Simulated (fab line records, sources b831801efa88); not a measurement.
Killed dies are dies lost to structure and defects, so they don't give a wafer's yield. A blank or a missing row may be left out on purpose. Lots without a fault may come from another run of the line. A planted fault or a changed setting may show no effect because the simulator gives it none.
Which tool did it? | flow sky130 | 11 lots, 33 wafers sampled, at 2 steps of a route of 708

WHAT THE GAUGES READ, wafer by wafer
SKY_GATE_OXIDE_OVL_MEAS_10.
lot  | measured     | on         | GATE_OXIDE_OVL (nm)
L909 | day 13 17:47 | overlay-02 | -2.2 -1.4 0.5
L910 | day 14 04:53 | overlay-01 | -0.1 -2.5 0.1
L911 | day 14 07:16 | overlay-02 | 1.3 1.8 -0.2
L913 | day 15 05:35 | overlay-02 | -1.6 1.2 -0.1
L914 | day 15 11:07 | overlay-01 | 2.8 1.6 2.7
L916 | day 16 06:20 | overlay-01 | 2.5 1.6 2.2
L919 | day 17 09:02 | overlay-02 | -2.3 -3.1 -2.1
L924 | day 19 11:38 | overlay-02 | 0.0 -2.6 -3.0
L926 | day 19 23:14 | overlay-01 | -0.4 -0.6 -1.3
L930 | day 21 15:47 | overlay-02 | -1.4 -1.4 0.2
L931 | day 21 21:35 | overlay-01 | 4.1 2.8 1.6

SKY_POLY_GATE_THK_MEAS_01.
lot  | measured     | on            | POLY_GATE_CVD_00_THK (nm)
L909 | day 13 21:38 | film_metro-03 | 179.7 180.4 179.8
L910 | day 14 08:37 | film_metro-02 | 176.2 177.7 178.7
L911 | day 14 11:43 | film_metro-01 | 180.7 180.7 180.3
L913 | day 15 09:53 | film_metro-02 | 181.0 179.1 179.1
L914 | day 15 14:21 | film_metro-03 | 178.3 180.0 178.6
L916 | day 16 10:21 | film_metro-03 | 180.5 178.2 180.8
L919 | day 17 12:16 | film_metro-02 | 183.2 183.4 183.1
L924 | day 19 14:52 | film_metro-02 | 181.3 180.4 181.9
L926 | day 20 03:46 | film_metro-03 | 177.5 177.8 177.8
L930 | day 21 19:56 | film_metro-03 | 182.2 182.9 183.3
L931 | day 22 00:50 | film_metro-02 | 182.5 182.5 183.3

WHICH TOOL RAN EACH LOT (tool, then ch and the chambers of the sampled wafers, then the start)
The record holds no process step before these readings.

WHAT THE TOOLS THEMSELVES READ (means of the sampled wafers that have a number; where no wafer has one, the mark that the record gives instead)
The record holds no such reading with a usual standard deviation.

THE ANSWER, worked out from the rows above alone
Rule: what is usual is taken from the lots themselves. Put in order of their means at a reading, lots are off if they are a third of the lots or fewer, leave a main group of 4 or more, and stand apart from it by a gap of 3 or more times the standard deviation of the main group's means; of several such gaps the widest counts. A main group whose means are all the same, to the digits that the tables above print for the reading, isn't used. A lot without any number at a reading at which 4 lots or more have one is off too. The other lots that the step has rows for count as sound. The gauges are gone through in route order, then the tools' own readings, and for those a lot's mean is taken as printed above. The first step at which some lot is off is used, and at that step the reading that is off furthest; a lot without a number counts as furthest.
No lot is off at any reading shown: from this, nothing can be told.

WHAT THE SIMULATOR HAD PUT IN
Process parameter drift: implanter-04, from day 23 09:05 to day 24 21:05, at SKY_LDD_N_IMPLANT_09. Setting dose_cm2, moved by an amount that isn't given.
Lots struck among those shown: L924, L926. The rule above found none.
